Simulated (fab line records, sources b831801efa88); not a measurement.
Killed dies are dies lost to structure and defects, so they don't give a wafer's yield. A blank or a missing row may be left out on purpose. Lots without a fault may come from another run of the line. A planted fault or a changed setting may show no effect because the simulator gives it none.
One fault seen from 2 desks | flow sky130 | each desk has only its own numbers; what lay behind them comes last

THE TOOL OWNER'S DESK: litho_track-04
The tool's own readings at SKY_VIA2_SOFTBAKE_08 (time 90 s): means of the sampled wafers that have a number, for each lot that ran on this tool. A lot is out of limits, marked OUT, if its mean lies more than 4 standard deviations from the usual mean; the brackets give that distance.
Columns: A = heater_power_total_W at SKY_VIA2_SOFTBAKE_08, usual 57.36 W; B = resist_line_temp_C at SKY_VIA2_SOFTBAKE_08, usual 22.99 C; C = run_length_s at SKY_VIA2_SOFTBAKE_08, usual 119.15 s
lot  | first seen here | A                | B     | C
L296 | day 40 15:00    | 58.24 (+7.3) OUT | 22.97 | 115.30 (-21) OUT
L297 | day 40 18:00    | 58.21 (+7.1) OUT | 23.12 | 115.43 (-21) OUT
This desk's finding: out of limits on L296, L297; first on L296, day 40 15:00 (heater_power_total_W at SKY_VIA2_SOFTBAKE_08). In limits: none.

THE METROLOGY DESK
What the gauges read, lot by lot, whatever tool the lot ran on: means of the sampled wafers that have a number. A lot is out of limits, marked OUT, if its mean lies more than 4 standard deviations from the usual mean; the brackets give that distance.
Columns: A = DNWELL_TW at SKY_DNWELL_TW_MEAS_09, usual 1120
lot  | first seen here | A
L281 | day 3 12:26     | 1123
L282 | day 3 18:52     | 1124
L284 | day 4 02:46     | 1122
L285 | day 4 09:50     | 1122
L286 | day 4 14:52     | 1107
L289 | day 5 04:05     | 1119
L291 | day 5 20:20     | 1119
L294 | day 6 07:29     | 1117
L296 | day 6 19:11     | 1116
L297 | day 6 21:55     | 1113
L300 | day 7 16:40     | 1130
L303 | day 8 07:37     | 1121
This desk's finding: nothing out of limits on any of the 12 lots.

PUT TOGETHER
The tool owner's desk could have raised an alarm at day 40 15:00, on L296, L297.
The metrology desk saw nothing out of limits.
The metrology desk has L296, L297 on record, within its limits.
Of the lots named, all ran SKY_VIA2_SOFTBAKE_08 on litho_track-04.

WHAT THE SIMULATOR HAD PUT IN
Process parameter drift: litho_track-04, from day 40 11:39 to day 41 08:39, at SKY_VIA2_SOFTBAKE_08. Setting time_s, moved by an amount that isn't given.
Lots struck among those shown: L296, L297.
Hours from the fault's start to each desk's first reading out of limits: the tool owner's desk, 3.
